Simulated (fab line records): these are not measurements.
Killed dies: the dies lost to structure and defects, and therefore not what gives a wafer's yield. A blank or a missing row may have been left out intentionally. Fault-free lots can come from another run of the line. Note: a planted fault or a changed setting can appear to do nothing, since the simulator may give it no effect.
Matching of chambers :: flow sky130 :: 4 sister chambers for SKY_CONTACT_ETCH_17 on rie diel-02
The step etches SiO2 in C4F8/O2/Ar, stops on Si3N4, target depth 340 nm. 8 wafers are shown with their chamber, then 7 later ones without.

## WAFERS WITH THEIR CHAMBER
wafer: L756.1
chamber: 1
rf fwd power W (W): 1493
oes product au (a.u.): 0.897

wafer: L756.6
chamber: 1
rf fwd power W (W): 1496
oes product au (a.u.): 0.888

wafer: L759.3
chamber: 2
rf fwd power W (W): 1474
oes product au (a.u.): 0.888

wafer: L759.5
chamber: 0
rf fwd power W (W): 1489
oes product au (a.u.): 0.896

wafer: L764.2
chamber: 2
rf fwd power W (W): 1476
oes product au (a.u.): 0.894

wafer: L764.6
chamber: 3
rf fwd power W (W): 1491
oes product au (a.u.): 0.894

wafer: L766.1
chamber: 0
rf fwd power W (W): 1494
oes product au (a.u.): 0.896

wafer: L766.2
chamber: 3
rf fwd power W (W): 1483
oes product au (a.u.): 0.896

## WAFERS WHOSE CHAMBER IS MISSING
wafer: L766.3
rf fwd power W (W): 1494
oes product au (a.u.): 0.890

wafer: L775.1
rf fwd power W (W): 1486
oes product au (a.u.): 0.897

wafer: L775.3
rf fwd power W (W): 1490
oes product au (a.u.): 0.898

wafer: L775.4
rf fwd power W (W): 1486
oes product au (a.u.): 0.897

wafer: L776.2
rf fwd power W (W): 1487
oes product au (a.u.): 0.886

wafer: L776.4
rf fwd power W (W): 1487
oes product au (a.u.): 0.890

wafer: L776.5
rf fwd power W (W): 1487
oes product au (a.u.): 0.888

## EACH ONE'S CHAMBER
wafer: L766.3
from the rows above: can't be placed: 1 or 0 or 3
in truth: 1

wafer: L775.1
from the rows above: can't be placed: 3 or 0
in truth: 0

wafer: L775.3
from the rows above: can't be placed: 0 or 3 or 1
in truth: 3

wafer: L775.4
from the rows above: can't be placed: 3 or 0
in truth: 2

wafer: L776.2
from the rows above: can't be placed: 3 or 1 or 0 or 2
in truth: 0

wafer: L776.4
from the rows above: can't be placed: 3 or 0 or 1
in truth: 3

wafer: L776.5
from the rows above: can't be placed: 3 or 1 or 0 or 2
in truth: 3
Correctly placed: 0 of 7. From these rows, 7 cannot be placed; in 6 the true chamber is one of the candidates. 0 placed wrongly.
How it was worked out, from the rows above alone: a wafer's distance from a chamber is the root of the sum, over the readings, of the square of ((its reading less the chamber's mean) divided by the reading's scatter). If the next closest chamber is less than 2 further off than the closest, the wafer can't be placed; otherwise it belongs to the closest. For every chamber, the mean is computed from those of its wafers that are shown. The scatter: the root of (the sum of the squares of (reading less its chamber's mean) over the shown wafers, divided by (wafers less chambers)).
